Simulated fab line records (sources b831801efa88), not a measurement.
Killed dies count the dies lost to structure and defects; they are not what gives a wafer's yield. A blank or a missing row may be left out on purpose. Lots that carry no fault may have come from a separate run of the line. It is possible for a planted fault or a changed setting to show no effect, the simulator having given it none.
Matching of chambers    flow gf180mcu    4 sister chambers for GF_STI_CMP_25 on cmp-01
The step polishes, stops on Si3N4, t overpolish 33 s, target thk 524.6 nm. 20 wafers are shown with their chamber, then 10 later ones without.

## EACH WAFER AND ITS CHAMBER
wafer   chamber  motor-current-A (A)  platen-rpm (rpm)  time-to-endpoint-s (s)
L075.1  2        12.9                 59.97             130
L075.2  3        14.0                 59.90             128
L075.4  1        12.7                 59.95             122
L080.1  3        13.4                 60.01             125
L080.2  1        12.7                 59.96             121
L080.3  2        13.3                 60.09             124
L082.1  0        12.1                 59.93             127
L082.4  1        13.4                 59.96             122
L082.6  2        12.7                 59.99             128
L083.1  3        13.8                 59.99             120
L083.2  2        12.5                 60.04             123
L083.6  3        13.3                 60.06             122
L088.1  2        12.1                 59.98             119
L088.2  0        12.6                 60.03             116
L088.3  3        12.9                 59.97             117
L090.1  1        13.4                 59.95             112
L090.2  3        13.5                 60.01             120
L090.3  2        12.4                 60.00             118
L091.2  3        12.5                 60.02             115
L091.3  2        12.5                 60.00             120

SIGNATURES (means of the wafers above)
reading             chamber 0  chamber 1  chamber 2  chamber 3  scatter within a chamber
motor-current-A     12.350     13.050     12.629     13.343     0.439
platen-rpm          59.9800    59.9550    60.0100    59.9943    0.0436
time-to-endpoint-s  121.50     119.25     123.14     121.00     4.85
Rule: for each reading, subtract the chamber's mean from the wafer's reading, divide by that reading's scatter and square the result; add these up over the readings and take the root, which gives the wafer's distance from the chamber. If the next closest chamber is less than 2 further off than the closest, the wafer can't be placed; otherwise it belongs to the closest. How the scatter is found: for the shown wafers, subtract from each reading the mean of its chamber, square and add these, divide the total by (wafers less chambers), then take the root.

## WAFERS WHOSE CHAMBER IS MISSING
wafer   motor-current-A (A)  platen-rpm (rpm)  time-to-endpoint-s (s)
L091.5  13.2                 59.89             116
L094.2  14.2                 60.05             117
L094.3  13.6                 60.02             114
L094.6  11.9                 59.95             116
L095.1  12.9                 59.90             120
L095.2  13.4                 59.98             115
L095.5  12.8                 59.94             122
L097.1  13.1                 60.00             112
L097.3  11.9                 60.02             118
L097.4  11.8                 60.02             119

## THE CHAMBER EACH PASSED THROUGH
wafer   from the rows above                in truth
L091.5  can't be placed: 1 or 3 or 0 or 2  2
L094.2  can't be placed: 3 or 1 or 2       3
L094.3  can't be placed: 3 or 1 or 2 or 0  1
L094.6  can't be placed: 0 or 2 or 1 or 3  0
L095.1  can't be placed: 1 or 0 or 3 or 2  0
L095.2  can't be placed: 3 or 1 or 2 or 0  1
L095.5  can't be placed: 1 or 0 or 2 or 3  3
L097.1  can't be placed: 1 or 3 or 2 or 0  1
L097.3  can't be placed: 0 or 2 or 1 or 3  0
L097.4  can't be placed: 0 or 2 or 1 or 3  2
Correctly placed: 0 of 10. From these rows, 10 cannot be placed; in 10 the true chamber is one of the candidates. Number placed wrongly: 0.
